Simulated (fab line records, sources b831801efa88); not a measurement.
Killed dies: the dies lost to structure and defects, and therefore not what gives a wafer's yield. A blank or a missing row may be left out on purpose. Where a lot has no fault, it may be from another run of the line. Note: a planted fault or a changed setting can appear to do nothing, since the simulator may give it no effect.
Which of the tools did it?	flow gf180mcu	Sampling: 11 lots, 33 wafers, 5 of 602 route steps

== WHAT EACH GAUGE READ, for each wafer ==
GF_SALICIDE_THK_MEAS_05: measures by xrf.
lot	measured	on	SALICIDE_TIN_THK (nm)
L886	day 15 05:05	filmMetro-03	19.99 19.94 20.11
L887	day 15 10:18	filmMetro-03	20.40 19.85 20.30
L888	day 15 23:30	filmMetro-02	19.66 19.84 19.71
L889	day 16 10:50	filmMetro-04	19.98 19.90 19.96
L890	day 16 15:59	filmMetro-02	19.76 19.90 19.93
L893	day 17 15:49	filmMetro-02	20.00 19.82 19.56
L894	day 18 02:07	filmMetro-02	19.82 19.42 19.49
L895	day 18 21:44	filmMetro-02	19.88 20.10 20.05
L900	day 20 05:09	filmMetro-03	19.69 19.51 19.73
L903	day 21 10:58	filmMetro-03	19.55 19.59 19.50
L907	day 22 09:29	filmMetro-03	19.55 20.00 19.59

GF_V1_THK_MEAS_03.
lot	measured	on	V1_CVD_02_THK (nm)
L886	day 17 05:49	filmMetro-02	845 859 872
L887	day 17 09:43	filmMetro-02	830 829 843
L888	day 18 00:43	filmMetro-01	857 844 862
L889	day 18 12:09	filmMetro-02	828 869 849
L890	day 18 18:22	filmMetro-04	856 836 874
L893	day 19 20:00	filmMetro-04	843 866 841
L894	day 20 06:14	filmMetro-01	851 853 867
L895	day 21 02:35	filmMetro-02	851 856 863
L900	day 22 09:05	filmMetro-01	927 857 938
L903	day 23 12:39	filmMetro-01	933 854 946
L907	day 24 10:16	filmMetro-02	863 862 852

== EACH LOT AND THE TOOL THAT RAN IT (in order: tool; ch and the chambers of the sampled wafers; start) ==
lot	GF_SALICIDE_RTA_08	GF_CONTACT_ETCH_16	GF_V1_CVD_02
L886	rtpAnneal-01 ch 0, day 15 05:26	rieDiel-04 ch 0,2,3, day 16 04:29	pecvd-04 ch 1,2, day 17 05:44
L887	rtpAnneal-01 ch 0, day 15 10:34	rieDiel-01 ch 0,1, day 16 09:20	pecvd-02 ch 0,2, day 17 09:38
L888	rtpAnneal-01 ch 0, day 15 23:46	rieDiel-03 ch 2,3, day 16 23:35	pecvd-03 ch 0,2, day 18 00:37
L889	rtpAnneal-02 ch 0, day 16 11:05	rieDiel-03 ch 0,3, day 17 10:37	pecvd-02 ch 0,1,2, day 18 12:04
L890	rtpAnneal-02 ch 0, day 16 16:15	rieDiel-04 ch 1,3, day 17 15:40	pecvd-04 ch 1,2, day 18 18:18
L893	rtpAnneal-02 ch 0, day 17 16:05	rieDiel-01 ch 0,1,2, day 18 17:15	pecvd-02 ch 0,1,2, day 19 19:56
L894	rtpAnneal-01 ch 0, day 18 02:22	rieDiel-01 ch 0,1,2, day 19 03:17	pecvd-03 ch 0,2, day 20 06:10
L895	rtpAnneal-02 ch 0, day 18 21:59	rieDiel-04 ch 0,1, day 19 23:32	pecvd-04 ch 0,2, day 21 02:31
L900	rtpAnneal-02 ch 0, day 20 05:24	rieDiel-04 ch 0,1,3, day 21 06:15	pecvd-03 ch 1,2, day 22 09:01
L903	rtpAnneal-01 ch 0, day 21 11:15	rieDiel-03 ch 0,3, day 22 11:39	pecvd-03 ch 0,2, day 23 12:34
L907	rtpAnneal-02 ch 0, day 22 09:47	rieDiel-04 ch 0,1, day 23 09:21	pecvd-04 ch 0,1,2, day 24 10:10
- GF_SALICIDE_RTA_08: time 30 s.
- GF_CONTACT_ETCH_16: etches BARC in N2/H2.
- GF_V1_CVD_02: deposits SiO2 from TEOS, target thk 850 nm, time 94.851 s.

== AS READ BY THE TOOLS THEMSELVES (means over the sampled wafers that have a number; for cases with no such wafer, the mark the record gives instead) ==
GF_SALICIDE_RTA_08.
lot	tool	lampPowerPct (%)	wafer_temp_C_max
L886	rtpAnneal-01	21	805.2
L887	rtpAnneal-01	21	805.0
L888	rtpAnneal-01	21	804.9
L889	rtpAnneal-02	15	804.0
L890	rtpAnneal-02	15	804.7
L893	rtpAnneal-02	15	803.5
L894	rtpAnneal-01	21	804.6
L895	rtpAnneal-02	15	804.4
L900	rtpAnneal-02	15	804.2
L903	rtpAnneal-01	21	804.3
L907	rtpAnneal-02	15	805.2

GF_CONTACT_ETCH_16.
lot	tool	drypumpMotorCurrentA (A)	oesProductAu (a.u.)	throttleValvePct (%)
L886	rieDiel-04	5.5	0.855	13.221
L887	rieDiel-01	5.6	0.853	13.223
L888	rieDiel-03	6.3	0.854	13.217
L889	rieDiel-03	6.1	0.856	13.229
L890	rieDiel-04	5.6	0.854	13.217
L893	rieDiel-01	5.8	0.858	13.236
L894	rieDiel-01	5.8	0.860	13.227
L895	rieDiel-04	5.5	0.855	13.224
L900	rieDiel-04	5.2	0.852	13.226
L903	rieDiel-03	6.1	0.854	13.224
L907	rieDiel-04	5.2	0.853	13.226

GF_V1_CVD_02.
lot	tool	heaterPowerW (W)	rfFwdPowerW (W)
L886	pecvd-04	667	598.4
L887	pecvd-02	553	596.1
L888	pecvd-03	538	593.8
L889	pecvd-02	559	596.3
L890	pecvd-04	599	597.3
L893	pecvd-02	539	595.9
L894	pecvd-03	730	595.4
L895	pecvd-04	606	595.5
L900	pecvd-03	693	755.6
L903	pecvd-03	632	754.8
L907	pecvd-04	568	596.3

== THE ANSWER, worked out from the rows above alone ==
Rule: usual is defined by the lots themselves. Put in order of their means at a reading, lots are off if they are a third of the lots or fewer, leave a main group of 4 or more, and stand apart from it by a gap of 3 or more times the standard deviation of the main group's means; of several such gaps the widest counts. Not used: any main group whose means are identical at the precision the tables above print for the reading. A lot without any number at a reading at which 4 lots or more have one is off too. Any other lot the step has rows for is counted as sound. The gauges are gone through in route order, then the tools' own readings, and for those a lot's mean is taken as printed above. At the first step where some lot is off, the reading lying furthest off is the one used; lots without a number count as furthest.
Off: at GF_V1_THK_MEAS_03 (V1_CVD_02_THK), L900, L903. Main group: mean 853 nm, sd 7.4.
If a tool, at a process step before that reading, ran all the lots that are off and no sound lot after the first of them, it fits. The gauges at GF_V1_THK_MEAS_03 aren't tried: what is off there is off at GF_V1_CVD_02 too, on other tools, and a gauge's error can't cause that. One candidate fits, namely pecvd-03 at GF_V1_CVD_02. Its last sound lot is L894 (day 20 06:10), its first lot that is off L900 (day 22 09:01): a fault that began between those two fits.
The tool's own readings at GF_V1_CVD_02 bear it out: on the lots that are off they differ by more than 5 times the standard deviation of the sound lots' means. rfFwdPowerW reads 755.2 W there against 596.1 W on the sound lots.

== WHAT THE SIMULATOR HAD PUT IN ==
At GF_V1_CVD_02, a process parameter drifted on pecvd-03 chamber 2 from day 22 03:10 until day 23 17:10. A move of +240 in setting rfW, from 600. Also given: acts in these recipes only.
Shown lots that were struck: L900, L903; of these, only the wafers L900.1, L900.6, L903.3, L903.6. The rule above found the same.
